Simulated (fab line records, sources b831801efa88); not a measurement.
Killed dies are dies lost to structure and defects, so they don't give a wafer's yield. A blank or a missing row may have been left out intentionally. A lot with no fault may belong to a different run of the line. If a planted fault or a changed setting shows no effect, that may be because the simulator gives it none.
Comparing a struck lot with a sound one	flow sky130	15 steps out of a route of 708
Sound: wafers L335.3, L335.5, L335.6. Struck: wafers L344.1, L344.5, L344.6. The cause comes at the end.
Each step with rows lists, per side, the tool, then ch with its chambers, then its first start. Under that, the readings that differ: sound wafers	struck wafers	difference of the means	sigmas: that difference in standard deviations of wafers without a fault.
alike: readings whose means differ by less than 2 such deviations, and words and numbers that are the same on both sides. not compared: withheld readings, readings that some wafer has no value for, bounds like >300 that may hide the same value, and numbers for which the record gives no deviation and whose values overlap.
Wherever a step has rows on one side only, a row that says differs or no value, or a row with sigmas, the two part there. Non-overlapping numbers with no deviation appear without sigmas and do not part them. Lack of a reading on every wafer of one side parts them only where that side has two or more wafers.

first, 7 steps without rows for these wafers: SKY_LDD_LDN_DEHYDRATE_00 (time 60 s); SKY_LDD_LDN_HMDS_01 (prime time 60 s); SKY_LDD_LDN_COAT_02 (resist thk 1140 nm); SKY_LDD_LDN_SOFTBAKE_03 (time 60 s); SKY_LDD_LDN_EXPOSE_04 (exposes mask LDNTM, target cd 700 nm); SKY_LDD_LDN_PEB_05; SKY_LDD_LDN_DEVELOP_06 (develop time 60 s).
SKY_LDD_LDN_OVL_MEAS_07:
  sound on overlay-02 at day 27 06:10; struck on overlay-02 at day 29 09:41
  alike: LDD_LDN_OVL
then, 4 steps without rows for these wafers: SKY_LDD_LDN_IMPLANT_08; SKY_LDD_LDN_IMPLANT_09; SKY_LDD_LDN_IMPLANT_10; SKY_LDD_LDN_IMPLANT_11.
SKY_LDD_LDN_STRIP_12: strips in O2/N2.
  sound on plasma asher-02 ch 0,1, day 27 06:49; struck on plasma asher-02 ch 0,1, day 29 10:19
  no value came back on the struck wafers for any of 6 readings (chamber pressure mTorr (mTorr), drypump motor current A (A) and others); on the sound wafers chamber pressure mTorr (mTorr) reads 1499.0 1500.1 1501.9
reading	sound	struck	difference	sigmas
model.NOVOLAK_of_LDD_LDN_COAT_02.thk nm (nm)	0 0 0	1141 1145 1143	+1143	
  not compared: rf hours counter h
SKY_LDD_LDN_TW_MEAS_13:
  sound on film metro-02 at day 27 06:54; struck on film metro-01 at day 29 10:25
  alike: LDD_LDN_TW
-- the record jumps here: 21 days lie between the struck wafers' starts before and after (it left off in module LDD_LDN and takes up again in module PAD_OPEN, whose first step shown is number 708 of the route) --
SKY_PAD_OPEN_PROBE_99:
  sound on prober-02 at day 49 03:22; struck on prober-01 at day 50 09:29
reading	sound	struck	difference	sigmas
killed at front end	11 17 22	412 409 434	+402	+91
killed dies	77 81 103	492 492 492	+405	+37
killed on rim	12 10 18	96 96 96	+83	+20
  alike: killed_at_M0_to_M3, killed_at_M4_up, killed at contacts, killed at other, killed open, killed short

## WHERE THEY PART
First at SKY_LDD_LDN_STRIP_12; last, within this record, at SKY_PAD_OPEN_PROBE_99.

WHY: the cause the simulator had injected
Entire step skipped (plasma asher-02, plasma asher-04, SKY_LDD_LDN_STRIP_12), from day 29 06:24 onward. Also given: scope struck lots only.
